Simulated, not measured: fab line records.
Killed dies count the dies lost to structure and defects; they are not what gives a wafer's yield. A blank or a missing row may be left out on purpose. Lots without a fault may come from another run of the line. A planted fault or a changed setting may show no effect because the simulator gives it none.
Problem report in the 8D (eight disciplines) form, filled by code | flow sky130 | the parts of the form that need people (team, actions taken, sign-off) are left out

== 1. PROBLEM STATEMENT ==
Wafers free of any fault read 0.427 ohm/sq (standard deviation 0.0045) for VIA1_W_RS at SKY_VIA1_RS_MEAS_22, against a mean of 0.395 ohm/sq on 9 wafers of 3 lots. That is -7.0 standard deviations from the usual mean.
The step: measures by four-point-probe.
Seen first at day 37 20:38 on filmMetro-01, wafer L180.3. Wafers with a number at this step in the record: 33, from 11 lots. By rule, "out" or "out of limits" means more than 4 standard deviations away from the usual mean. The other wafers with a number count as sound.

== 2. WHAT THIS IS AND IS NOT ==
question                    | is                         | is not
which readings at this step | VIA1_W_RS                  | -
which lots                  | L180, L181, L182           | L168, L169, L171, L173, L179, L184, L189, L190
which wafers of those lots  | all that have a number     | -
read on which gauges        | filmMetro-01, filmMetro-03 | filmMetro-02
when                        | from day 37 20:38          | up to then (15 sound wafers); but 9 sound wafers of L184, L189, L190 came after

== 3. SUSPECTS, AND WHAT RULES EACH OUT ==
Counting: any tool at a process step up to the reading is kept as a suspect provided that every lot that is out went through it and no sound lot did after the first of them.
- ruled out: the gauge at SKY_VIA1_RS_MEAS_22. 2 gauges (filmMetro-01, filmMetro-03) read the wafers that are out.
- cvdW-02 at SKY_VIA1_CVD_21 (deposits W, target thk 270 nm, time 80.902 s): kept. Every lot that is out went through it, starting with L180 (day 37 20:28), and after that it ran no sound lot; the last sound lot it ran before then is L179 (day 37 13:19). On those wafers its own readings are out: chamberPressureTorr.
The count leaves cvdW-02 at SKY_VIA1_CVD_21.

== 4. THE CAUSE (what the simulator had put in) ==
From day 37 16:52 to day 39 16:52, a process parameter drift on cvdW-02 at SKY_VIA1_CVD_21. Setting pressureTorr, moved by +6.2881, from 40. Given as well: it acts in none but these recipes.
Only this tool survived the counting.

== 5. SEQUENCE OF EFFECTS, ordered by route ==
One row per reading whose mean, taken over the struck wafers that have a number, lies over 3 standard deviations from the usual. Only readings whose record carries a usual standard deviation are examined. hours: median over the lots of the time between each lot's start at the first step of this table that gives one and its start at this step. sigmas: the change, counted in usual standard deviations.
hours | step                 | reading             | usual        | on struck wafers | change | sigmas
0     | SKY_VIA1_CVD_21      | chamberPressureTorr | 40.00 Torr   | 46.27            | +6.27  | +68
0     | SKY_VIA1_RS_MEAS_22  | VIA1_W_RS           | 0.427 ohm/sq | 0.395            | -0.032 | -7.0
0     | SKY_VIA1_THK_MEAS_23 | VIA1_W_THK          | 274 nm       | 296              | +22    | +6.3
The process steps in it:
- SKY_VIA1_CVD_21: deposits W, target thk 270 nm, time 80.902 s.

== 6. HOW IT WOULD HAVE BEEN CAUGHT EARLIER ==
In this record the first reading out of limits at a measuring or inspecting step was taken at day 37 20:38, 4 hours after the fault began at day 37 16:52.
Tool's own readings at SKY_VIA1_CVD_21, chamberPressureTorr: out on all struck wafers the step has rows for; an alarm limit on them would have tripped on the first.
Lots out: 3; of these, L181, L182 started SKY_VIA1_CVD_21 on cvdW-02 after day 37 20:38. A hold on the tool at that time would have spared those 2.
